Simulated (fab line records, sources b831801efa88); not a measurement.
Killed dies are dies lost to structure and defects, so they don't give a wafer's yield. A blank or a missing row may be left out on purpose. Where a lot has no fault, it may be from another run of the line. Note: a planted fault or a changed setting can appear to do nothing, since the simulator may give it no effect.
Chamber matching | flow gf180mcu | 4 sister chambers for GF_STI_ETCH_14 on rie si-02
The step etches Si in HBr/Cl2/O2, target depth 360 nm, time 102.9 s. 4 wafers are shown with their chamber, then 8 later ones without.

WAFERS WITH THEIR CHAMBER
wafer  | chamber | drypump motor current A (A)
L706.1 | 1       | 5.3
L710.5 | 3       | 5.9
L710.6 | 2       | 6.5
L712.2 | 0       | 5.3

WAFERS WHOSE CHAMBER IS MISSING
wafer  | drypump motor current A (A)
L712.4 | 6.5
L712.5 | 5.9
L713.3 | 5.9
L713.4 | 6.5
L713.6 | 6.5
L714.1 | 5.9
L714.2 | 5.2
L714.5 | 6.5

WHICH CHAMBER EACH ONE RAN IN
wafer  | from the rows above     | in truth
L712.4 | 2                       | 2
L712.5 | 3                       | 3
L713.3 | 3                       | 3
L713.4 | 2                       | 2
L713.6 | 2                       | 2
L714.1 | 3                       | 3
L714.2 | can't be placed: 0 or 1 | 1
L714.5 | 2                       | 2
7 of 8 placed correctly. Cannot be placed on the basis of these rows: 1; the candidates contain the true chamber in 1. 0 placed wrongly.
How it was worked out, from the rows above alone: a wafer's distance from a chamber is the root of the sum, over the readings, of the square of ((its reading less the chamber's mean) divided by the reading's scatter). If the next closest chamber is less than 2 further off than the closest, the wafer can't be placed; otherwise it belongs to the closest. A chamber's mean is the mean of its shown wafers. The scatter (one wafer shown for each chamber): square how far every hidden wafer sits from the nearest shown wafer, average those squares and take the square root.
